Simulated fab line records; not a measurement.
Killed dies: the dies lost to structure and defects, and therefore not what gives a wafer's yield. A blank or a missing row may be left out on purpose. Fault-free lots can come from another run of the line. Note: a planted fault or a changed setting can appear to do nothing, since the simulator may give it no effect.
Matching of chambers -- flow gf180mcu -- hdpcvd-02 running GF_V4_CVD_00: 3 sister chambers
The step deposits SiO2, target thk 600 nm, time 100 s. 6 wafers are shown with their chamber, then 8 later ones without.

WAFERS, EACH WITH ITS CHAMBER
wafer,chamber,run length s (s),pressure mtorr (mTorr)
L569.6,1,129.0,6.023
L583.3,1,129.1,6.003
L583.6,0,127.9,6.016
L586.5,0,127.9,6.007
L586.6,2,127.5,5.988
L588.4,2,127.4,5.995

WAFERS WITHOUT THEIR CHAMBER
wafer,run length s (s),pressure mtorr (mTorr)
L588.5,129.1,6.004
L588.6,127.7,5.997
L590.4,128.4,6.008
L590.5,127.2,6.002
L590.6,128.8,5.981
L591.1,128.5,6.008
L591.3,127.4,6.002
L591.5,127.6,6.005

EACH ONE'S CHAMBER
wafer,from the rows above,in truth
L588.5,1,1
L588.6,can't be placed: 0 or 2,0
L590.4,0,0
L590.5,2,2
L590.6,1,1
L591.1,can't be placed: 1 or 0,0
L591.3,2,2
L591.5,2,2
Correct placement for 6 of the 8. Unplaceable from these rows: 2, with the true chamber sitting among the candidates in 2. 0 placed wrongly.
How it was worked out, from the rows above alone: a wafer's distance from a chamber is the root of the sum, over the readings, of the square of ((its reading less the chamber's mean) divided by the reading's scatter). If the next closest chamber is less than 2 further off than the closest, the wafer can't be placed; otherwise it belongs to the closest. The mean given for a chamber averages the wafers shown for that chamber. The scatter is the square root of a quotient: the sum, over the shown wafers, of each reading's squared deviation from its chamber's mean, divided by wafers minus chambers.
